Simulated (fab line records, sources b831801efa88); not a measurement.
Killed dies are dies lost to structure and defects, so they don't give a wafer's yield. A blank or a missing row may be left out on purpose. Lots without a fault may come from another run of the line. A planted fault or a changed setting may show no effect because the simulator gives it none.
Chamber matching | flow gf180mcu | GF_STI_ETCH_14 on rie_si-02: 4 sister chambers
The step etches Si in HBr/Cl2/O2, target depth 360 nm, time 102.9 s. 14 wafers are shown with their chamber, then 7 later ones without.

WAFERS WITH THEIR CHAMBER
wafer  | chamber | oes_product_au (a.u.) | throttle_valve_pct (%) | bias_w (W)
L134.1 | 2       | 1.021                 | 25.638                 | 149.4
L134.4 | 0       | 0.995                 | 25.655                 | 150.4
L134.6 | 0       | 0.985                 | 25.664                 | 150.5
L135.1 | 3       | 0.975                 | 25.682                 | 149.8
L135.2 | 0       | 0.982                 | 25.674                 | 149.8
L135.4 | 2       | 1.013                 | 25.648                 | 150.5
L138.2 | 0       | 0.998                 | 25.661                 | 149.9
L138.3 | 3       | 0.981                 | 25.664                 | 149.8
L138.4 | 1       | 0.985                 | 25.677                 | 150.2
L146.1 | 2       | 1.011                 | 25.640                 | 150.0
L146.3 | 1       | 0.990                 | 25.662                 | 149.7
L146.6 | 2       | 1.005                 | 25.655                 | 150.2
L148.2 | 1       | 0.989                 | 25.667                 | 150.4
L148.3 | 2       | 1.005                 | 25.675                 | 150.2

SIGNATURES (means of the wafers above)
reading            | chamber 0 | chamber 1 | chamber 2 | chamber 3 | scatter within a chamber
oes_product_au     | 0.99000   | 0.98800   | 1.01100   | 0.97800   | 0.00621
throttle_valve_pct | 25.66350  | 25.66867  | 25.65120  | 25.67300  | 0.0117
bias_w             | 150.150   | 150.100   | 150.060   | 149.800   | 0.361
Rule: a wafer's distance from a chamber is the root of the sum, over the readings, of the square of ((its reading less the chamber's mean) divided by the reading's scatter). The wafer belongs to the nearest chamber; if the next one is less than 2 further off, it can't be placed. The scatter: the root of (the sum of the squares of (reading less its chamber's mean) over the shown wafers, divided by (wafers less chambers)).

WAFERS WITHOUT THEIR CHAMBER
wafer  | oes_product_au (a.u.) | throttle_valve_pct (%) | bias_w (W)
L148.6 | 1.005                 | 25.661                 | 149.7
L153.1 | 0.985                 | 25.671                 | 150.1
L153.2 | 0.989                 | 25.663                 | 149.8
L153.6 | 1.002                 | 25.665                 | 149.6
L155.2 | 0.989                 | 25.672                 | 150.2
L155.3 | 0.982                 | 25.664                 | 149.4
L155.5 | 0.992                 | 25.672                 | 149.7

WHICH CHAMBER EACH WENT THROUGH
wafer  | from the rows above               | in truth
L148.6 | can't be placed: 2 or 0 or 1      | 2
L153.1 | can't be placed: 1 or 0 or 3      | 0
L153.2 | can't be placed: 1 or 0 or 3      | 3
L153.6 | can't be placed: 2 or 0 or 1 or 3 | 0
L155.2 | can't be placed: 1 or 0 or 3      | 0
L155.3 | can't be placed: 3 or 1 or 0      | 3
L155.5 | can't be placed: 1 or 0 or 3      | 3
Placed correctly: 0 of 7. Can't be placed from these rows: 7 (the true chamber is among the candidates in 7). Placed wrongly: 0.
